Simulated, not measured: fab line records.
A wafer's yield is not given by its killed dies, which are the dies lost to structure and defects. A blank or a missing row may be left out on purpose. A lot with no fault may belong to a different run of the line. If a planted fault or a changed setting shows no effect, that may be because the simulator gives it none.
Which tool is to blame?	flow sky130	24 lots with 72 wafers sampled at 6 steps, on a route of 708 steps

## WHAT THE GAUGES SHOWED, per wafer
Not one reading of a measure or inspect step in the record can be checked against a usual standard deviation.

## EACH LOT AND THE TOOL THAT RAN IT (in order: tool; ch and the chambers of the sampled wafers; start)
lot	SKY_METAL2_ETCH_18	SKY_METAL3_METAL_ETCH_18	SKY_METAL4_METAL_ETCH_18	SKY_METAL4_STRIP_19	SKY_VIA4_CVD_18	SKY_PASSIVATION_ETCH_11
L074	rieMetal-02 ch 0,1, day 35 02:20	rieMetal-04 ch 0,1, day 38 12:16	rieMetal-02 ch 0,1, day 41 19:46	plasmaAsher-02 ch 0,1, day 41 19:56	cvdW-01 ch 0,1, day 42 21:14	rieDiel-02 ch 0,3, day 44 22:10
L075	rieMetal-03 ch 0,1, day 35 16:14	rieMetal-04 ch 1, day 39 02:44	rieMetal-03 ch 0,1, day 42 08:40	plasmaAsher-03 ch 0,1, day 42 08:50	cvdW-02 ch 0,1, day 43 10:30	rieDiel-02 ch 1,3, day 45 09:36
L076	rieMetal-01 ch 0,1, day 35 23:29	rieMetal-02 ch 0,1, day 39 07:57	rieMetal-02 ch 0,1, day 42 13:41	plasmaAsher-04 ch 0,1, day 42 13:50	cvdW-01 ch 0,1, day 43 15:27	rieDiel-01 ch 0,1,3, day 45 13:46
L077	rieMetal-03 ch 0,1, day 36 09:44	rieMetal-02 ch 0,1, day 39 18:58	rieMetal-01 ch 0,1, day 43 00:34	plasmaAsher-02 ch 0, day 43 00:44	cvdW-01 ch 0,1, day 44 02:15	rieDiel-01 ch 0,1,3, day 45 23:22
L078	rieMetal-02 ch 0,1, day 37 00:17	rieMetal-04 ch 0,1, day 40 08:48	rieMetal-02 ch 0,1, day 43 14:42	plasmaAsher-03 ch 0,1, day 43 14:51	cvdW-01 ch 0,1, day 44 15:04	rieDiel-01 ch 0,1,3, day 46 11:16
L079	rieMetal-01 ch 0, day 37 09:20	rieMetal-02 ch 0,1, day 40 17:35	rieMetal-01 ch 0,1, day 43 22:10	plasmaAsher-04 ch 0,1, day 43 22:20	cvdW-02 ch 0,1, day 44 22:34	rieDiel-01 ch 0,3, day 46 16:27
L080	rieMetal-01 ch 0,1, day 37 16:17	rieMetal-01 ch 0,1, day 40 23:29	rieMetal-01 ch 0,1, day 44 02:52	plasmaAsher-02 ch 0,1, day 44 03:02	cvdW-01 ch 0,1, day 45 03:10	rieDiel-01 ch 1,3, day 46 21:34
L081	rieMetal-02 ch 0,1, day 37 16:29	rieMetal-02 ch 0,1, day 40 22:07	rieMetal-03 ch 0,1, day 44 02:10	plasmaAsher-04 ch 0,1, day 44 02:20	cvdW-02 ch 0,1, day 45 02:07	rieDiel-04 ch 1,3, day 46 21:06
L082	rieMetal-03 ch 0,1, day 38 01:53	rieMetal-02 ch 0,1, day 41 09:02	rieMetal-02 ch 0,1, day 44 11:41	plasmaAsher-03 ch 0,1, day 44 11:52	cvdW-01 ch 0,1, day 45 11:34	rieDiel-01 ch 0,3, day 47 04:33
L083	rieMetal-03 ch 0,1, day 38 06:59	rieMetal-02 ch 0,1, day 41 12:16	rieMetal-01 ch 0,1, day 44 15:00	plasmaAsher-03 ch 0,1, day 44 15:09	cvdW-01 ch 0,1, day 45 15:10	rieDiel-02 ch 1,2,3, day 47 09:34
L084	rieMetal-01 ch 0,1, day 38 21:23	rieMetal-01 ch 0,1, day 42 03:41	rieMetal-02 ch 0,1, day 45 05:41	plasmaAsher-03 ch 0,1, day 45 05:52	cvdW-01 ch 0,1, day 46 04:31	rieDiel-02 ch 1,2,3, day 47 23:18
L085	rieMetal-03 ch 0,1, day 39 00:02	rieMetal-01 ch 0,1, day 42 05:35	rieMetal-01 ch 0,1, day 45 06:50	plasmaAsher-03 ch 0, day 45 07:01	cvdW-02 ch 0,1, day 46 05:26	rieDiel-04 ch 0,2,3, day 48 00:07
L086	rieMetal-03 ch 0,1, day 39 07:14	rieMetal-01 ch 0,1, day 42 13:16	rieMetal-01 ch 0,1, day 45 14:47	plasmaAsher-04 ch 1, day 45 14:58	cvdW-02 ch 0,1, day 46 13:41	rieDiel-01 ch 1,2,3, day 48 08:28
L087	rieMetal-01 ch 0,1, day 39 13:05	rieMetal-02 ch 0,1, day 42 17:55	rieMetal-03 ch 0,1, day 45 18:22	plasmaAsher-03 ch 0,1, day 45 18:32	cvdW-01 ch 0,1, day 46 16:24	rieDiel-02 ch 0,1,2, day 48 11:55
L088	rieMetal-01 ch 0, day 39 18:44	rieMetal-04 ch 0,1, day 42 23:43	rieMetal-01 ch 0, day 45 22:31	plasmaAsher-04 ch 0,1, day 45 22:41	cvdW-01 ch 0,1, day 46 18:57	rieDiel-02 ch 1,3, day 48 14:15
L089	rieMetal-03 ch 0,1, day 40 01:07	rieMetal-01 ch 0,1, day 43 05:46	rieMetal-03 ch 0,1, day 46 05:31	plasmaAsher-02 ch 0,1, day 46 05:40	cvdW-01 ch 0,1, day 47 03:31	rieDiel-01 ch 0,2,3, day 48 20:04
L090	rieMetal-01 ch 0, day 40 03:43	rieMetal-01 ch 0,1, day 43 07:47	rieMetal-01 ch 0,1, day 46 06:07	plasmaAsher-02 ch 0, day 46 06:17	cvdW-02 ch 0,1, day 47 04:58	rieDiel-01 ch 1,2,3, day 48 21:55
L091	rieMetal-01 ch 0,1, day 40 10:44	rieMetal-01 ch 0,1, day 43 15:35	rieMetal-01 ch 0,1, day 46 12:40	plasmaAsher-02 ch 0,1, day 46 12:50	cvdW-02 ch 0,1, day 47 12:47	rieDiel-04 ch 0,2, day 49 05:16
L092	rieMetal-03 ch 0,1, day 40 23:20	rieMetal-02 ch 0,1, day 44 02:37	rieMetal-01 ch 0, day 46 21:26	plasmaAsher-02 ch 0,1, day 46 21:47	cvdW-01 ch 0,1, day 47 19:49	rieDiel-02 ch 0,1,3, day 49 11:19
L093	rieMetal-02 ch 0,1, day 41 02:38	rieMetal-02 ch 0, day 44 06:53	rieMetal-03 ch 0,1, day 47 00:52	plasmaAsher-02 ch 0, day 47 01:02	cvdW-01 ch 0,1, day 47 22:17	rieDiel-04 ch 0,2,3, day 49 13:45
L094	rieMetal-01 ch 0,1, day 41 10:32	rieMetal-04 ch 0,1, day 44 13:01	rieMetal-02 ch 0,1, day 47 06:18	plasmaAsher-02 ch 0,1, day 47 06:29	cvdW-02 ch 0,1, day 48 03:37	rieDiel-02 ch 1,2, day 49 17:39
L095	rieMetal-01 ch 0,1, day 41 19:17	rieMetal-01 ch 0,1, day 44 21:01	rieMetal-01 ch 0,1, day 47 12:34	plasmaAsher-04 ch 1, day 47 12:44	cvdW-01 ch 0,1, day 48 09:31	rieDiel-02 ch 0,1,3, day 50 00:40
L096	rieMetal-02 ch 0,1, day 41 22:08	rieMetal-01 ch 0,1, day 44 23:10	rieMetal-02 ch 0,1, day 47 15:20	plasmaAsher-03 ch 0,1, day 47 15:31	cvdW-01 ch 0,1, day 48 13:19	rieDiel-01 ch 1,2,3, day 50 02:31
L097	rieMetal-02 ch 0,1, day 42 03:14	rieMetal-02 ch 0,1, day 45 04:08	rieMetal-01 ch 0,1, day 47 20:37	plasmaAsher-04 ch 0,1, day 47 20:46	cvdW-02 ch 0,1, day 48 17:10	rieDiel-01 ch 1,2,3, day 50 05:58
- SKY_METAL2_ETCH_18: etches BARC in N2/H2, stops on SiO2, time 45.9 s, target depth 60 nm.
- SKY_METAL3_METAL_ETCH_18: etches the open film in Cl2/BCl3, stops on SiO2, target depth 845 nm, time 183.1 s.
- SKY_METAL4_METAL_ETCH_18: etches the open film in Cl2/BCl3, stops on SiO2, target depth 845 nm, time 183.1 s.
- SKY_METAL4_STRIP_19: strips in O2/N2.
- SKY_VIA4_CVD_18: deposits W, target thk 505 nm, time 152.14 s.
- SKY_PASSIVATION_ETCH_11: etches the open film in CF4/O2, stops on AlCu, target depth 725 nm, time 161.1 s.

## WHAT THE TOOLS THEMSELVES READ (means of the sampled wafers that have a number; where no wafer has one, the mark that the record gives instead)
SKY_METAL2_ETCH_18. Usual: drypumpMotorCurrentA 5.5 A, standard deviation 0.51; oesProductAu 0.855 a.u., standard deviation 0.0043; throttleValvePct 13.226 %, standard deviation 0.0091.
lot	tool	drypumpMotorCurrentA (A)	oesProductAu (a.u.)	throttleValvePct (%)	flag
L074	rieMetal-02	6.2	0.857	13.228	
L075	rieMetal-03	5.3	0.854	13.222	
L076	rieMetal-01	5.0	0.852	13.233	
L077	rieMetal-03	5.5	0.855	13.227	
L078	rieMetal-02	6.2	0.856	13.228	
L079	rieMetal-01	5.2	0.853	13.229	
L080	rieMetal-01	5.2	0.854	13.229	
L081	rieMetal-02	6.1	0.855	13.218	
L082	rieMetal-03	5.3	0.855	13.225	
L083	rieMetal-03	5.3	0.859	13.220	
L084	rieMetal-01	5.0	0.856	13.229	
L085	rieMetal-03	5.5	0.853	13.227	
L086	rieMetal-03	5.5	0.853	13.229	
L087	rieMetal-01	5.1	0.856	13.223	
L088	rieMetal-01	5.3	0.851	13.226	
L089	rieMetal-03	5.5	0.852	13.226	
L090	rieMetal-01	5.3	0.855	13.232	
L091	rieMetal-01	5.0	0.853	13.227	
L092	rieMetal-03	5.3	0.856	13.225	
L093	rieMetal-02	6.2	0.854	13.231	
L094	rieMetal-01	5.2	0.851	13.239	
L095	rieMetal-01	5.0	0.858	13.229	
L096	rieMetal-02	6.2	0.854	13.226	
L097	rieMetal-02	6.1	0.857	13.223	

SKY_METAL3_METAL_ETCH_18. Usual: drypumpMotorCurrentA 5.7 A, standard deviation 0.62; oesProductAu 0.866 a.u., standard deviation 0.0065; throttleValvePct 22.263 %, standard deviation 0.0094.
lot	tool	drypumpMotorCurrentA (A)	oesProductAu (a.u.)	throttleValvePct (%)	flag
L074	rieMetal-04	6.4	0.859	22.268	
L075	rieMetal-04	6.8	0.871	22.264	
L076	rieMetal-02	6.1	0.869	22.262	
L077	rieMetal-02	6.2	0.869	22.270	
L078	rieMetal-04	5.9	0.865	22.266	
L079	rieMetal-02	6.1	0.858	22.258	
L080	rieMetal-01	5.1	0.864	22.264	
L081	rieMetal-02	6.1	0.863	22.272	
L082	rieMetal-02	6.1	0.861	22.259	
L083	rieMetal-02	6.1	0.868	22.260	
L084	rieMetal-01	5.0	0.858	22.259	
L085	rieMetal-01	5.1	0.863	22.259	
L086	rieMetal-01	5.0	0.863	22.254	
L087	rieMetal-02	6.1	0.866	22.269	
L088	rieMetal-04	5.9	0.872	22.254	
L089	rieMetal-01	5.0	0.867	22.259	
L090	rieMetal-01	5.0	0.867	22.267	
L091	rieMetal-01	5.1	0.866	22.255	
L092	rieMetal-02	6.1	0.871	22.259	
L093	rieMetal-02	6.0	0.866	22.257	
L094	rieMetal-04	5.9	0.865	22.263	
L095	rieMetal-01	5.0	0.855	22.263	
L096	rieMetal-01	5.2	0.876	22.259	
L097	rieMetal-02	6.1	0.869	22.261	

SKY_METAL4_METAL_ETCH_18. Usual: drypumpMotorCurrentA 5.5 A, standard deviation 0.53; oesProductAu 0.866 a.u., standard deviation 0.0075; throttleValvePct 22.265 %, standard deviation 0.0096.
lot	tool	drypumpMotorCurrentA (A)	oesProductAu (a.u.)	throttleValvePct (%)	flag
L074	rieMetal-02	6.2	0.871	22.259	
L075	rieMetal-03	5.3	0.878	22.268	
L076	rieMetal-02	6.2	0.865	22.262	
L077	rieMetal-01	5.0	0.855	22.270	
L078	rieMetal-02	6.1	0.872	22.270	
L079	rieMetal-01	5.1	0.866	22.272	
L080	rieMetal-01	5.0	0.875	22.269	
L081	rieMetal-03	5.3	0.872	22.270	
L082	rieMetal-02	6.1	0.863	22.266	
L083	rieMetal-01	5.2	0.873	22.271	
L084	rieMetal-02	6.3	0.865	22.264	
L085	rieMetal-01	5.1	0.867	22.269	
L086	rieMetal-01	5.0	0.872	22.275	
L087	rieMetal-03	5.5	0.863	22.260	
L088	rieMetal-01	5.3	0.870	22.273	
L089	rieMetal-03	5.3	0.857	22.268	
L090	rieMetal-01	5.0	0.868	22.260	
L091	rieMetal-01	5.1	0.860	22.262	
L092	rieMetal-01	5.3	0.858	22.266	
L093	rieMetal-03	5.6	0.855	22.273	
L094	rieMetal-02	6.1	0.865	22.268	
L095	rieMetal-01	5.1	0.875	22.260	
L096	rieMetal-02	6.1	0.860	22.260	
L097	rieMetal-01	5.1	0.868	22.257	

SKY_METAL4_STRIP_19. Usual: drypumpMotorCurrentA 5.60 A, standard deviation 0.29; oesProductAu 0.503 a.u., standard deviation 0.0059; stripTimeToEndpointS 6.54 s, standard deviation 0.082.
lot	tool	drypumpMotorCurrentA (A)	oesProductAu (a.u.)	stripTimeToEndpointS (s)	flag
L074	plasmaAsher-02	5.54	0.501	6.57	
L075	plasmaAsher-03	5.71	0.499	6.44	
L076	plasmaAsher-04	5.72	0.502	6.53	
L077	plasmaAsher-02	5.54	0.497	6.49	
L078	plasmaAsher-03	5.72	0.503	6.49	
L079	plasmaAsher-04	5.72	0.508	6.55	
L080	plasmaAsher-02	5.49	0.503	6.55	
L081	plasmaAsher-04	5.71	0.501	6.51	
L082	plasmaAsher-03	5.41	0.496	6.45	
L083	plasmaAsher-03	5.69	0.502	6.56	
L084	plasmaAsher-03	5.71	0.503	6.59	
L085	plasmaAsher-03	5.14	0.501	6.50	
L086	plasmaAsher-04	5.94	0.505	6.57	
L087	plasmaAsher-03	5.41	0.500	6.54	
L088	plasmaAsher-04	5.80	0.504	6.47	
L089	plasmaAsher-02	5.52	0.508	6.61	
L090	plasmaAsher-02	5.54	0.503	6.65	
L091	plasmaAsher-02	5.49	0.502	6.54	
L092	plasmaAsher-02	5.53	0.498	6.49	
L093	plasmaAsher-02	5.57	0.501	6.50	
L094	plasmaAsher-02	5.52	0.504	6.54	
L095	plasmaAsher-04	5.92	0.503	6.64	
L096	plasmaAsher-03	5.45	0.502	6.50	
L097	plasmaAsher-04	5.76	0.510	6.56	

SKY_VIA4_CVD_18. Usual: heaterPowerW reads 822 W (standard deviation 83).
lot	tool	heaterPowerW (W)	flag
L074	cvdW-01	875	
L075	cvdW-02	715	
L076	cvdW-01	875	
L077	cvdW-01	879	
L078	cvdW-01	870	
L079	cvdW-02	746	
L080	cvdW-01	862	
L081	cvdW-02	750	
L082	cvdW-01	895	
L083	cvdW-01	892	
L084	cvdW-01	867	
L085	cvdW-02	746	
L086	cvdW-02	712	
L087	cvdW-01	868	
L088	cvdW-01	873	
L089	cvdW-01	871	
L090	cvdW-02	720	
L091	cvdW-02	718	
L092	cvdW-01	893	
L093	cvdW-01	893	
L094	cvdW-02	754	
L095	cvdW-01	894	
L096	cvdW-01	886	
L097	cvdW-02	717	

SKY_PASSIVATION_ETCH_11. Usual: cf4FlowSccm 79.99 sccm, standard deviation 0.23; drypumpMotorCurrentA 5.9 A, standard deviation 0.36; oesProductAu 0.977 a.u., standard deviation 0.0074; throttleValvePct 5.965 %, standard deviation 0.01.
lot	tool	cf4FlowSccm (sccm)	drypumpMotorCurrentA (A)	oesProductAu (a.u.)	throttleValvePct (%)	flag
L074	rieDiel-02	79.85	6.0	0.977	5.960	
L075	rieDiel-02	80.24	5.9	0.981	5.959	
L076	rieDiel-01	79.90	5.8	0.972	5.976	
L077	rieDiel-01	80.15	5.9	0.982	5.956	
L078	rieDiel-01	80.08	5.8	0.975	5.952	
L079	rieDiel-01	80.21	6.2	0.978	5.967	
L080	rieDiel-01	80.02	6.1	0.980	5.966	
L081	rieDiel-04	79.91	6.2	0.983	5.966	
L082	rieDiel-01	80.09	6.0	0.969	5.972	
L083	rieDiel-02	80.03	5.7	0.980	5.964	
L084	rieDiel-02	80.19	5.7	0.973	5.949	
L085	rieDiel-04	80.09	5.8	0.981	5.965	
L086	rieDiel-01	80.11	6.0	0.974	5.964	
L087	rieDiel-02	79.76	5.7	0.972	5.965	
L088	rieDiel-02	79.75	5.7	0.972	5.963	
L089	rieDiel-01	79.82	6.1	0.984	5.961	
L090	rieDiel-01	80.04	6.0	0.970	5.956	
L091	rieDiel-04	80.02	6.0	0.978	5.966	
L092	rieDiel-02	80.09	5.8	0.972	5.970	
L093	rieDiel-04	80.03	5.8	0.972	5.961	
L094	rieDiel-02	79.94	5.6	0.975	5.963	
L095	rieDiel-02	79.95	5.8	0.970	5.959	
L096	rieDiel-01	80.03	6.0	0.982	5.962	
L097	rieDiel-01	79.99	6.0	0.983	5.970	

## THE ANSWER, worked out from the rows above alone
Rule: a lot is off if the mean of its wafers that have a number lies more than 3 standard deviations from the usual mean. Also off: a lot with no number at a reading for which 4 or more lots have one. Where the step has rows for the other lots, those lots are counted as sound. Order of review: gauges by route order, followed by the tools' own readings, for which a lot's mean as printed above is used. At the first step where some lot is off, the reading lying furthest off is the one used; lots without a number count as furthest.
None of the lots is off at any reading shown; this tells nothing.

## WHAT THE SIMULATOR PUT IN
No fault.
